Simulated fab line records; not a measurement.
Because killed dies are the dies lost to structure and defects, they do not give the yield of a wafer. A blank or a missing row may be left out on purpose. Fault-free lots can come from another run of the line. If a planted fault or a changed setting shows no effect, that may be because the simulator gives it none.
A sampling plan put to the test / flow sky130 / one line in one fab, 49 faults in these records, each fault weighed on the records of the lots it struck
The line's own looks make up the plan; these are the steps of the route where a gauge or inspection reads the wafer and leaves it unchanged. Where struck wafers have a number at a look and the file lists that look's usual mean and standard deviation on fault-free wafers, the look can be judged. Caught: 4 or more of those standard deviations (sigma) separate the usual mean from the mean of the struck wafers at a look after the fault's first step. On the tool: the fault's steps, tested the same way using the tool's own readings. Another recipe on the struck wafers, or a record that is blank for them alone, also counts as caught.

== THE FAULTS, as the simulator had put them in ==
1. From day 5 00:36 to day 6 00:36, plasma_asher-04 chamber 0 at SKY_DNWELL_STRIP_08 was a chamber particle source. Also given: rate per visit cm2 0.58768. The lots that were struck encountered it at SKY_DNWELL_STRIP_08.
2. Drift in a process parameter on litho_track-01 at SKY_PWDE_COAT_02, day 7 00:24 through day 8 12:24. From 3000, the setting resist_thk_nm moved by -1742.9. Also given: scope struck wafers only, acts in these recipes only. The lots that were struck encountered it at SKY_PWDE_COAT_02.
3. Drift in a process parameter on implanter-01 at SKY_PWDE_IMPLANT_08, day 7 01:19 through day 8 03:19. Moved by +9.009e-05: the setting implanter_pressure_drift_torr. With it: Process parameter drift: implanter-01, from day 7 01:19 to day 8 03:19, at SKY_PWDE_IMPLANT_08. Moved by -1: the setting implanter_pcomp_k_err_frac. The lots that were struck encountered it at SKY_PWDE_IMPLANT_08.
4. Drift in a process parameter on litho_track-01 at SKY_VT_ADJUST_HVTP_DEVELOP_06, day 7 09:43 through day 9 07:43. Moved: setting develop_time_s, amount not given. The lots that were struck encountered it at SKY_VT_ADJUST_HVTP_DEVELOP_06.
5. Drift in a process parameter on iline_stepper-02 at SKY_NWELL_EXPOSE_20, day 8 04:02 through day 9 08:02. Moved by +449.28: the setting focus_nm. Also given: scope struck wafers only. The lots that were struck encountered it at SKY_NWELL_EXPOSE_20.
6. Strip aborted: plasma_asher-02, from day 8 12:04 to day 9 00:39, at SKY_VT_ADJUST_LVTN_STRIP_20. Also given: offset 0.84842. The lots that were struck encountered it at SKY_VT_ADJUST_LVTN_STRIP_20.
7. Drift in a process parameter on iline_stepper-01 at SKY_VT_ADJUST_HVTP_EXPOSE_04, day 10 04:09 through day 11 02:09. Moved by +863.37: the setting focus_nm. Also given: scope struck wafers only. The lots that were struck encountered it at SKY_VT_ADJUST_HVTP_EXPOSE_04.
8. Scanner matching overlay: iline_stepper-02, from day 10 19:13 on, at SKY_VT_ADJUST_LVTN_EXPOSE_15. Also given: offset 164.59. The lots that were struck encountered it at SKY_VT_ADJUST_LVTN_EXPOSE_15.
9. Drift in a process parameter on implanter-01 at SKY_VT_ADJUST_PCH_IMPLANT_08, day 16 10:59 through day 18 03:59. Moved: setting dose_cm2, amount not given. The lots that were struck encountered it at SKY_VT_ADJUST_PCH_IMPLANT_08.
10. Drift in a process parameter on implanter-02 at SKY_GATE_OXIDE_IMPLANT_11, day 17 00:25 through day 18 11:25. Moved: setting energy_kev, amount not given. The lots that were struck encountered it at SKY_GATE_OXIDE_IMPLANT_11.
11. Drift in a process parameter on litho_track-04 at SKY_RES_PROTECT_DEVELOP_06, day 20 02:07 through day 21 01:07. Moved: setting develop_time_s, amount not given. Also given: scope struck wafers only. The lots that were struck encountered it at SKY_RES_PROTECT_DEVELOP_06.
12. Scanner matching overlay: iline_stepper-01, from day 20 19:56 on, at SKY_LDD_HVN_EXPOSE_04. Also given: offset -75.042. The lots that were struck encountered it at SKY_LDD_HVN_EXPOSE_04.
13. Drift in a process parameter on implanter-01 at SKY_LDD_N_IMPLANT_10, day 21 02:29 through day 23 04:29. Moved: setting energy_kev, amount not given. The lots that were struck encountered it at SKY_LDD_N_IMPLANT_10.
14. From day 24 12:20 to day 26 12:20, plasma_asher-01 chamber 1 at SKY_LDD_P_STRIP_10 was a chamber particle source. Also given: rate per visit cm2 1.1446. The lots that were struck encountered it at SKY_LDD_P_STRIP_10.
15. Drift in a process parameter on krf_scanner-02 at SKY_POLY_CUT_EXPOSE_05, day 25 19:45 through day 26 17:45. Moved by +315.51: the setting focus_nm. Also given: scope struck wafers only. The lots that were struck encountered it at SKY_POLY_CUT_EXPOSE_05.
16. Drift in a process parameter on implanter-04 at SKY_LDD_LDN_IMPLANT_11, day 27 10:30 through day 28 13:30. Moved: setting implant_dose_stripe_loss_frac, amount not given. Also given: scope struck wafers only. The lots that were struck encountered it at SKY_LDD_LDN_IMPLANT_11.
17. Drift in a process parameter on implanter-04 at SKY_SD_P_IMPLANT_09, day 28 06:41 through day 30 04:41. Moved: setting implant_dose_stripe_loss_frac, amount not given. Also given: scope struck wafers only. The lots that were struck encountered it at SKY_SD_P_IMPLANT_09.
18. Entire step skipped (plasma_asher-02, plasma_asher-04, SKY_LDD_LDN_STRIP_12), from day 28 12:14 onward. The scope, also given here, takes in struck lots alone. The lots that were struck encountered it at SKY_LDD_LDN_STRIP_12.
19. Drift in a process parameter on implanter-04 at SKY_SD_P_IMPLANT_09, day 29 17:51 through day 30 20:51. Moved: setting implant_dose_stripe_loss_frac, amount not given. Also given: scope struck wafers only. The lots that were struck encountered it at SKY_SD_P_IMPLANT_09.
20. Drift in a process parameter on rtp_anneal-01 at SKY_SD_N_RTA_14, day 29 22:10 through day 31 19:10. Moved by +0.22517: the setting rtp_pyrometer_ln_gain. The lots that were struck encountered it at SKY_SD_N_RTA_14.
21. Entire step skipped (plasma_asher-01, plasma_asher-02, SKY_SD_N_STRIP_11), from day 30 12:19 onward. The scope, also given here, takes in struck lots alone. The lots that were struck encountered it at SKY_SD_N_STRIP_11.
22. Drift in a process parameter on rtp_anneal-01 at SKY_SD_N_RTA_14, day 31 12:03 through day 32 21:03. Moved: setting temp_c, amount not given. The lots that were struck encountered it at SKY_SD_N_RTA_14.
23. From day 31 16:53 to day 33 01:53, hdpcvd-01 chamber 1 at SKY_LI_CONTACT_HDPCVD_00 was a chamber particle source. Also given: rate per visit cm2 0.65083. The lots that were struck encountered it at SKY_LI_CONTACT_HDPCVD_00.
24. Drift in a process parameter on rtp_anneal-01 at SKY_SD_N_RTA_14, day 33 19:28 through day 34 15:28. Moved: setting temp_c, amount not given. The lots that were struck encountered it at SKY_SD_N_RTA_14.
25. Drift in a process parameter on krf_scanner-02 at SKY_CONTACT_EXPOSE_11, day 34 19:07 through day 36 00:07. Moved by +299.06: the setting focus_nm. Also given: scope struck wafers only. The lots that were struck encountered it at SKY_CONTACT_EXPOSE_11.
26. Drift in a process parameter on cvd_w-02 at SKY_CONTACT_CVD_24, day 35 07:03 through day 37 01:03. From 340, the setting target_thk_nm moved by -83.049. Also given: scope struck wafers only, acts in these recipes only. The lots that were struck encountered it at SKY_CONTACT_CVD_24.
27. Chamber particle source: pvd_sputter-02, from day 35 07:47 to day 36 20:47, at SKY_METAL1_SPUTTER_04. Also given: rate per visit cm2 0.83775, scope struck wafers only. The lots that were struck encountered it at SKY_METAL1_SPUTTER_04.
28. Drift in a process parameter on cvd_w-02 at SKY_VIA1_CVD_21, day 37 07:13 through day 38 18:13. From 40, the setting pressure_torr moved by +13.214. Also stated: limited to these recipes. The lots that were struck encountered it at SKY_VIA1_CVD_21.
29. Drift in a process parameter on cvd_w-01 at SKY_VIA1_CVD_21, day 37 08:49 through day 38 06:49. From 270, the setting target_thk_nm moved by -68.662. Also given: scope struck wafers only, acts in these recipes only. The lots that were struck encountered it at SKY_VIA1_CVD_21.
30. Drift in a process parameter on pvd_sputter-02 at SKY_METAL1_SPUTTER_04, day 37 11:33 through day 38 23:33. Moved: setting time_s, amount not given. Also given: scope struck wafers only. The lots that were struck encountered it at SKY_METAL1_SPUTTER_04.
31. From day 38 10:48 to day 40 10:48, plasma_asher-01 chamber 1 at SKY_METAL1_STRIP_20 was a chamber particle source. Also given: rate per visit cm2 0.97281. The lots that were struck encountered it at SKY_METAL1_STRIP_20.
32. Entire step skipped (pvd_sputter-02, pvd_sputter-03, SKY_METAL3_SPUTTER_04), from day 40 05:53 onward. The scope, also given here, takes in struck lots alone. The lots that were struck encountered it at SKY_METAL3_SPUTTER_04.
33. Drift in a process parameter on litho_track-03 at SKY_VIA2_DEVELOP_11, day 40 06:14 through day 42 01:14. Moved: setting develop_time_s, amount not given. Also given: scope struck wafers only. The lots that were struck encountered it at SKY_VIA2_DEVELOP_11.
34. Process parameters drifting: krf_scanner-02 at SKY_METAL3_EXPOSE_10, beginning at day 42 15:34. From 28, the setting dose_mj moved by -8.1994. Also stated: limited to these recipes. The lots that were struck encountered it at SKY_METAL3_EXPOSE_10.
35. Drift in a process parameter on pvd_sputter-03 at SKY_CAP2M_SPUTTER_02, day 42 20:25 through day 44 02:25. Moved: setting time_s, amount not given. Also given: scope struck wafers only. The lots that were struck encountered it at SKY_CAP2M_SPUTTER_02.
36. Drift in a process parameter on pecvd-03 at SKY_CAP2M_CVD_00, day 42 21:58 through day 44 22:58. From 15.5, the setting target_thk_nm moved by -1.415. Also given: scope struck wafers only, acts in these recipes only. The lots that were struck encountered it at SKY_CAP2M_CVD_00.
37. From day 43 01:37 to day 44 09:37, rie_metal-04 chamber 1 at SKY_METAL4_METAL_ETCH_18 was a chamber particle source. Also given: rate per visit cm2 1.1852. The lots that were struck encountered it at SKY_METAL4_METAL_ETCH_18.
38. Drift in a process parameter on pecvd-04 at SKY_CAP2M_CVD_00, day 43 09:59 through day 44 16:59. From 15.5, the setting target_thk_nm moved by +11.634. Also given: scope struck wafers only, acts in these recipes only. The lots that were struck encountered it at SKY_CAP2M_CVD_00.
39. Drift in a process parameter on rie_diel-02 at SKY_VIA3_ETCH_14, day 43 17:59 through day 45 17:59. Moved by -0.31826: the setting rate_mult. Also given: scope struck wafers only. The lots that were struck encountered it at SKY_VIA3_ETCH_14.
40. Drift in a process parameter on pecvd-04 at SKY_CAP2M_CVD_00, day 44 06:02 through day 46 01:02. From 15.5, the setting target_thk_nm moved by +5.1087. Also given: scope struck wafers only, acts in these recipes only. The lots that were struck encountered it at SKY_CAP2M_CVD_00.
41. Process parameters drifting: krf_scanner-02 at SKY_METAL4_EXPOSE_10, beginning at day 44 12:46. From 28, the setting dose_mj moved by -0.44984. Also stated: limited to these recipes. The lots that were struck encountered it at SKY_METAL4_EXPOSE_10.
42. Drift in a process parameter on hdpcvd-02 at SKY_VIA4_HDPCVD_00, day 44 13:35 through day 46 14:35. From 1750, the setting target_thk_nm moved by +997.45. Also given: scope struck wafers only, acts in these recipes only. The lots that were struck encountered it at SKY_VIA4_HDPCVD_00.
43. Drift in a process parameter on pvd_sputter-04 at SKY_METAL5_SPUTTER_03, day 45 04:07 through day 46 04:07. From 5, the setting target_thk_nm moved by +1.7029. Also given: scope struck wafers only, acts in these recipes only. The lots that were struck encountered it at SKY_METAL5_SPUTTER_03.
44. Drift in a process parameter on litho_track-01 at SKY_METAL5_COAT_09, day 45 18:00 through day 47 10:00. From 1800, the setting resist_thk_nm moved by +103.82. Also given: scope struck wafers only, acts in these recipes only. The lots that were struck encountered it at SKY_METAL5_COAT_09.
45. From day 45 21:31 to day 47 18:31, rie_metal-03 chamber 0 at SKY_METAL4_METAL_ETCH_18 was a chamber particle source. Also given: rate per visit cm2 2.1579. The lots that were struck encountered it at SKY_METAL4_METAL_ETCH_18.
46. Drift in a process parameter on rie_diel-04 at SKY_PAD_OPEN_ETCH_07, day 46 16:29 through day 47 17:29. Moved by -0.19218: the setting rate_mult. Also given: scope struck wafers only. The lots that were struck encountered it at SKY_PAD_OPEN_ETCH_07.
47. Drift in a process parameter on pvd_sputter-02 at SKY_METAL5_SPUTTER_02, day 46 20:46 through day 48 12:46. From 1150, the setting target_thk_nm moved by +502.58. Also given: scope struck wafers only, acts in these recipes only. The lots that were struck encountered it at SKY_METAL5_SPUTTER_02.
48. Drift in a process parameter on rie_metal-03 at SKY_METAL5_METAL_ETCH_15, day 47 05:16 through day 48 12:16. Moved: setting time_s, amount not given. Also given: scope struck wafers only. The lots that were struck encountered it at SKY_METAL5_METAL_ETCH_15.
49. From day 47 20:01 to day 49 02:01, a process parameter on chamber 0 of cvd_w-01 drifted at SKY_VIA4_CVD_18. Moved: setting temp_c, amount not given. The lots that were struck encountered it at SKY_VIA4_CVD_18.

== WHAT THE PLAN SAW ==
fault=1; on the tool itself=under 2 sigma; first look that catches it=none of the 2 looks that can be judged after it; reading, sigma=-; median hours from its first step to that look=-; hours from the fault's start to the first struck lot there=-; judged looks passed uncaught=2
fault=2; on the tool itself=under 2 sigma; first look that catches it=no look after it can be judged; reading, sigma=-; median hours from its first step to that look=-; hours from the fault's start to the first struck lot there=-; judged looks passed uncaught=0
fault=3; on the tool itself=end_station_pressure_torr +99 or beyond sigma; first look that catches it=SKY_PWDE_TW_MEAS_10; reading, sigma=PWDE_TW +9.9; median hours from its first step to that look=0.2; hours from the fault's start to the first struck lot there=3; judged looks passed uncaught=0
fault=4; on the tool itself=under 2 sigma; first look that catches it=SKY_VT_ADJUST_HVTP_TW_MEAS_11; reading, sigma=VT_ADJUST_HVTP_TW -99 or beyond; median hours from its first step to that look=0.6; hours from the fault's start to the first struck lot there=9; judged looks passed uncaught=0
fault=5; on the tool itself=no reading that can be judged; first look that catches it=none of the 7 looks that can be judged after it; reading, sigma=-; median hours from its first step to that look=-; hours from the fault's start to the first struck lot there=-; judged looks passed uncaught=7
fault=6; on the tool itself=oes_product_au +47 sigma; first look that catches it=SKY_VT_ADJUST_NCORE_TW_MEAS_11; reading, sigma=VT_ADJUST_NCORE_TW -99 or beyond; median hours from its first step to that look=22.9; hours from the fault's start to the first struck lot there=35; judged looks passed uncaught=1
fault=7; on the tool itself=no reading that can be judged; first look that catches it=SKY_VT_ADJUST_HVTP_CD_MEAS_07; reading, sigma=cd_nm -6.6; median hours from its first step to that look=11.5; hours from the fault's start to the first struck lot there=25; judged looks passed uncaught=0
fault=8; on the tool itself=under 2 sigma; first look that catches it=SKY_VT_ADJUST_LVTN_OVL_MEAS_18; reading, sigma=VT_ADJUST_LVTN_01_OVL +99 or beyond; median hours from its first step to that look=11.3; hours from the fault's start to the first struck lot there=15; judged looks passed uncaught=0
fault=9; on the tool itself=dose_ions_cm2 -99 or beyond sigma; first look that catches it=SKY_VT_ADJUST_PCH_TW_MEAS_10; reading, sigma=VT_ADJUST_PCH_TW -35; median hours from its first step to that look=0.2; hours from the fault's start to the first struck lot there=13; judged looks passed uncaught=0
fault=10; on the tool itself=beam_energy_keV -99 or beyond sigma; first look that catches it=SKY_GATE_OXIDE_TW_MEAS_14; reading, sigma=GATE_OXIDE_TW -6.7; median hours from its first step to that look=0.4; hours from the fault's start to the first struck lot there=2; judged looks passed uncaught=0
fault=11; on the tool itself=no reading that can be judged; first look that catches it=SKY_RES_PROTECT_TW_MEAS_08; reading, sigma=POLY_GATE_TW -99 or beyond; median hours from its first step to that look=0.4; hours from the fault's start to the first struck lot there=3; judged looks passed uncaught=0
fault=12; on the tool itself=no reading that can be judged; first look that catches it=SKY_LDD_HVN_OVL_MEAS_07; reading, sigma=LDD_HVN_OVL -57; median hours from its first step to that look=15.4; hours from the fault's start to the first struck lot there=25; judged looks passed uncaught=0
fault=13; on the tool itself=beam_energy_keV -99 or beyond sigma; first look that catches it=no look after it can be judged; reading, sigma=-; median hours from its first step to that look=-; hours from the fault's start to the first struck lot there=-; judged looks passed uncaught=0
fault=14; on the tool itself=under 2 sigma; first look that catches it=no look after it can be judged; reading, sigma=-; median hours from its first step to that look=-; hours from the fault's start to the first struck lot there=-; judged looks passed uncaught=0
fault=15; on the tool itself=under 2 sigma; first look that catches it=SKY_POLY_CUT_CD_MEAS_08; reading, sigma=cd_nm -4.6; median hours from its first step to that look=14.4; hours from the fault's start to the first struck lot there=19; judged looks passed uncaught=0
fault=16; on the tool itself=no reading that can be judged; first look that catches it=none of the 6 looks that can be judged after it; reading, sigma=-; median hours from its first step to that look=-; hours from the fault's start to the first struck lot there=-; judged looks passed uncaught=6
fault=17; on the tool itself=under 2 sigma; first look that catches it=none of the 6 looks that can be judged after it; reading, sigma=strongest: SD_P_TW at SKY_SD_P_TW_MEAS_11, -2.2; median hours from its first step to that look=-; hours from the fault's start to the first struck lot there=-; judged looks passed uncaught=6
fault=18; on the tool itself=the tool's record is blank for the struck wafers; first look that catches it=no look after it can be judged; reading, sigma=-; median hours from its first step to that look=-; hours from the fault's start to the first struck lot there=-; judged looks passed uncaught=0
fault=19; on the tool itself=no reading that can be judged; first look that catches it=none of the 6 looks that can be judged after it; reading, sigma=-; median hours from its first step to that look=-; hours from the fault's start to the first struck lot there=-; judged looks passed uncaught=6
fault=20; on the tool itself=lamp_power_pct -17 sigma; first look that catches it=SKY_SD_N_RS_MEAS_16; reading, sigma=SD_N_RS +30; median hours from its first step to that look=0.2; hours from the fault's start to the first struck lot there=8; judged looks passed uncaught=0
fault=21; on the tool itself=the tool's record is blank for the struck wafers; first look that catches it=not the one look that can be judged after it; reading, sigma=-; median hours from its first step to that look=-; hours from the fault's start to the first struck lot there=-; judged looks passed uncaught=1
fault=22; on the tool itself=wafer_temp_C_max +12 sigma; first look that catches it=SKY_SD_N_RS_MEAS_16; reading, sigma=SD_N_RS -18; median hours from its first step to that look=0.2; hours from the fault's start to the first struck lot there=8; judged looks passed uncaught=0
fault=23; on the tool itself=no reading that can be judged; first look that catches it=none of the 2 looks that can be judged after it; reading, sigma=-; median hours from its first step to that look=-; hours from the fault's start to the first struck lot there=-; judged looks passed uncaught=2
fault=24; on the tool itself=wafer_temp_C_max +4.9 sigma; first look that catches it=SKY_SD_N_RS_MEAS_16; reading, sigma=SD_N_RS -7.2; median hours from its first step to that look=0.2; hours from the fault's start to the first struck lot there=11; judged looks passed uncaught=0
fault=25; on the tool itself=under 2 sigma; first look that catches it=SKY_CONTACT_CD_MEAS_14; reading, sigma=cd_nm -29; median hours from its first step to that look=13.2; hours from the fault's start to the first struck lot there=13; judged looks passed uncaught=0
fault=26; on the tool itself=under 2 sigma; first look that catches it=SKY_CONTACT_RS_MEAS_25; reading, sigma=CONTACT_W_RS +32; median hours from its first step to that look=0.1; hours from the fault's start to the first struck lot there=16; judged looks passed uncaught=0
fault=27; on the tool itself=under 2 sigma; first look that catches it=not the one look that can be judged after it; reading, sigma=-; median hours from its first step to that look=-; hours from the fault's start to the first struck lot there=-; judged looks passed uncaught=1
fault=28; on the tool itself=chamber_pressure_Torr +99 or beyond sigma; first look that catches it=SKY_VIA1_RS_MEAS_22; reading, sigma=VIA1_W_RS -14; median hours from its first step to that look=0.1; hours from the fault's start to the first struck lot there=10; judged looks passed uncaught=0
fault=29; on the tool itself=under 2 sigma; first look that catches it=SKY_VIA1_RS_MEAS_22; reading, sigma=VIA1_W_RS +36; median hours from its first step to that look=0.1; hours from the fault's start to the first struck lot there=7; judged looks passed uncaught=0
fault=30; on the tool itself=under 2 sigma; first look that catches it=none of the 4 looks that can be judged after it; reading, sigma=-; median hours from its first step to that look=-; hours from the fault's start to the first struck lot there=-; judged looks passed uncaught=4
fault=31; on the tool itself=under 2 sigma; first look that catches it=none of the 2 looks that can be judged after it; reading, sigma=-; median hours from its first step to that look=-; hours from the fault's start to the first struck lot there=-; judged looks passed uncaught=2
fault=32; on the tool itself=the tool's record is blank for the struck wafers; first look that catches it=no look after it can be judged; reading, sigma=-; median hours from its first step to that look=-; hours from the fault's start to the first struck lot there=-; judged looks passed uncaught=0
fault=33; on the tool itself=under 2 sigma; first look that catches it=not the one look that can be judged after it; reading, sigma=strongest: cd_nm at SKY_VIA2_CD_MEAS_12, -3.9; median hours from its first step to that look=-; hours from the fault's start to the first struck lot there=-; judged looks passed uncaught=1
fault=34; on the tool itself=exposure_dose_mJ_cm2 -99 or beyond sigma; first look that catches it=SKY_METAL3_CD_MEAS_13; reading, sigma=cd_nm +35; median hours from its first step to that look=11.6; hours from the fault's start to the first struck lot there=16; judged looks passed uncaught=0
fault=35; on the tool itself=under 2 sigma; first look that catches it=SKY_CAP2M_RS_MEAS_03; reading, sigma=CAP2M_TIN_RS +17; median hours from its first step to that look=0.1; hours from the fault's start to the first struck lot there=4; judged looks passed uncaught=0
fault=36; on the tool itself=under 2 sigma; first look that catches it=SKY_CAP2M_THK_MEAS_01; reading, sigma=CAP2M_CVD_00_THK -7.1; median hours from its first step to that look=0.0; hours from the fault's start to the first struck lot there=5; judged looks passed uncaught=0
fault=37; on the tool itself=under 2 sigma; first look that catches it=no look after it can be judged; reading, sigma=-; median hours from its first step to that look=-; hours from the fault's start to the first struck lot there=-; judged looks passed uncaught=0
fault=38; on the tool itself=under 2 sigma; first look that catches it=SKY_CAP2M_THK_MEAS_01; reading, sigma=CAP2M_CVD_00_THK +58; median hours from its first step to that look=0.0; hours from the fault's start to the first struck lot there=6; judged looks passed uncaught=0
fault=39; on the tool itself=oes_product_au -10 sigma; first look that catches it=no look after it can be judged; reading, sigma=-; median hours from its first step to that look=-; hours from the fault's start to the first struck lot there=-; judged looks passed uncaught=0
fault=40; on the tool itself=under 2 sigma; first look that catches it=SKY_CAP2M_THK_MEAS_01; reading, sigma=CAP2M_CVD_00_THK +25; median hours from its first step to that look=0.0; hours from the fault's start to the first struck lot there=5; judged looks passed uncaught=0
fault=41; on the tool itself=exposure_dose_mJ_cm2 -10 sigma; first look that catches it=none of the 2 looks that can be judged after it; reading, sigma=-; median hours from its first step to that look=-; hours from the fault's start to the first struck lot there=-; judged looks passed uncaught=2
fault=42; on the tool itself=no reading that can be judged; first look that catches it=SKY_VIA4_THK_MEAS_01; reading, sigma=VIA4_HDPCVD_THK +58; median hours from its first step to that look=0.2; hours from the fault's start to the first struck lot there=9; judged looks passed uncaught=0
fault=43; on the tool itself=only faintly: chamber_pressure_pa -2.2 sigma; first look that catches it=no look after it can be judged; reading, sigma=-; median hours from its first step to that look=-; hours from the fault's start to the first struck lot there=-; judged looks passed uncaught=0
fault=44; on the tool itself=no reading that can be judged; first look that catches it=no look after it can be judged; reading, sigma=-; median hours from its first step to that look=-; hours from the fault's start to the first struck lot there=-; judged looks passed uncaught=0
fault=45; on the tool itself=under 2 sigma; first look that catches it=no look after it can be judged; reading, sigma=-; median hours from its first step to that look=-; hours from the fault's start to the first struck lot there=-; judged looks passed uncaught=0
fault=46; on the tool itself=oes_product_au -15 sigma; first look that catches it=no look after it can be judged; reading, sigma=-; median hours from its first step to that look=-; hours from the fault's start to the first struck lot there=-; judged looks passed uncaught=0
fault=47; on the tool itself=under 2 sigma; first look that catches it=SKY_METAL5_RS_MEAS_05; reading, sigma=METAL5_ALCU_RS -29; median hours from its first step to that look=0.1; hours from the fault's start to the first struck lot there=10; judged looks passed uncaught=0
fault=48; on the tool itself=run_length_s -43 sigma; first look that catches it=no look after it can be judged; reading, sigma=-; median hours from its first step to that look=-; hours from the fault's start to the first struck lot there=-; judged looks passed uncaught=0
fault=49; on the tool itself=susceptor_temp_C -81 sigma; first look that catches it=SKY_VIA4_RS_MEAS_19; reading, sigma=VIA4_W_RS +37; median hours from its first step to that look=0.2; hours from the fault's start to the first struck lot there=9; judged looks passed uncaught=0
A dash: the fault isn't caught, or these records don't give the number.

Caught at a look: 25 of 49. Caught on the tool: 18 of 49. By one or the other: 33 of 49.
On the tool alone, faults 13, 18, 21, 32, 39, 41, 46, 48 were caught.
Caught at a look alone: faults 4, 7, 8, 11, 12, 15, 25, 26, 29, 35, 36, 38, 40, 42, 47.
Caught by neither: faults 1, 2, 5, 14, 16, 17, 19, 23, 27, 30, 31, 33, 37, 43, 44, 45.

== THINNER SAMPLING ==
In the worst case, this is how late the first struck lot would be measured if the look that catches a fault measured only every second or every third lot, by lot number:
fault=3; struck lots at that look, in order of time=L688, L692; every lot=3 h; every second lot=may miss all 2; every third lot=may miss all 2
fault=4; struck lots at that look, in order of time=L685, L690; every lot=9 h; every second lot=44 h; every third lot=may miss all 2
fault=6; struck lots at that look, in order of time=L688; every lot=35 h; every second lot=may miss it; every third lot=may miss it
fault=7; struck lots at that look, in order of time=L579, L580; every lot=25 h; every second lot=32 h; every third lot=may miss all 2
fault=8; struck lots at that look, in order of time=L510, L512; every lot=15 h; every second lot=may miss all 2; every third lot=may miss all 2
fault=9; struck lots at that look, in order of time=L791, L792; every lot=13 h; every second lot=20 h; every third lot=may miss all 2
fault=10; struck lots at that look, in order of time=L241, L243; every lot=2 h; every second lot=may miss all 2; every third lot=may miss all 2
fault=11; struck lots at that look, in order of time=L741, L742, L744; every lot=3 h; every second lot=12 h; every third lot=may miss all 3
fault=12; struck lots at that look, in order of time=L179, L182, L183, L186; every lot=25 h; every second lot=56 h; every third lot=may miss all 4
fault=15; struck lots at that look, in order of time=L322, L323; every lot=19 h; every second lot=32 h; every third lot=may miss all 2
fault=20; struck lots at that look, in order of time=L376, L378; every lot=8 h; every second lot=may miss all 2; every third lot=may miss all 2
fault=22; struck lots at that look, in order of time=L645, L647; every lot=8 h; every second lot=may miss all 2; every third lot=may miss all 2
fault=24; struck lots at that look, in order of time=L604, L606; every lot=11 h; every second lot=may miss all 2; every third lot=may miss all 2
fault=25; struck lots at that look, in order of time=L208, L209; every lot=13 h; every second lot=27 h; every third lot=may miss all 2
fault=26; struck lots at that look, in order of time=L255; every lot=16 h; every second lot=may miss it; every third lot=may miss it
fault=28; struck lots at that look, in order of time=L957, L959; every lot=10 h; every second lot=may miss all 2; every third lot=may miss all 2
fault=29; struck lots at that look, in order of time=L536; every lot=7 h; every second lot=may miss it; every third lot=may miss it
fault=34; struck lots at that look, in order of time=L879, L882; every lot=16 h; every second lot=42 h; every third lot=may miss all 2
fault=35; struck lots at that look, in order of time=L784, L785; every lot=4 h; every second lot=7 h; every third lot=may miss all 2
fault=36; struck lots at that look, in order of time=L555, L561; every lot=5 h; every second lot=may miss all 2; every third lot=may miss all 2
fault=38; struck lots at that look, in order of time=L289, L291; every lot=6 h; every second lot=may miss all 2; every third lot=may miss all 2
fault=40; struck lots at that look, in order of time=L824, L827; every lot=5 h; every second lot=24 h; every third lot=may miss all 2
fault=42; struck lots at that look, in order of time=L329, L331; every lot=9 h; every second lot=may miss all 2; every third lot=may miss all 2
fault=47; struck lots at that look, in order of time=L305; every lot=10 h; every second lot=may miss it; every third lot=may miss it
fault=49; struck lots at that look, in order of time=L441, L443; every lot=9 h; every second lot=may miss all 2; every third lot=may miss all 2
Hours count from the start of the fault until the first struck lot that is measured. The test against the limit of 4 sigma pooled every struck wafer, which means one lot taken alone may stay below that limit. Other struck lots may not be in these records.

== THE LONGEST TIMED WAY FROM STEP TO LOOK ==
Fault 6: median gap of 22.9 hours between SKY_VT_ADJUST_LVTN_STRIP_20 and SKY_VT_ADJUST_NCORE_TW_MEAS_11. The look between them that can be judged stayed within 4 sigma: SKY_VT_ADJUST_NCORE_OVL_MEAS_08.
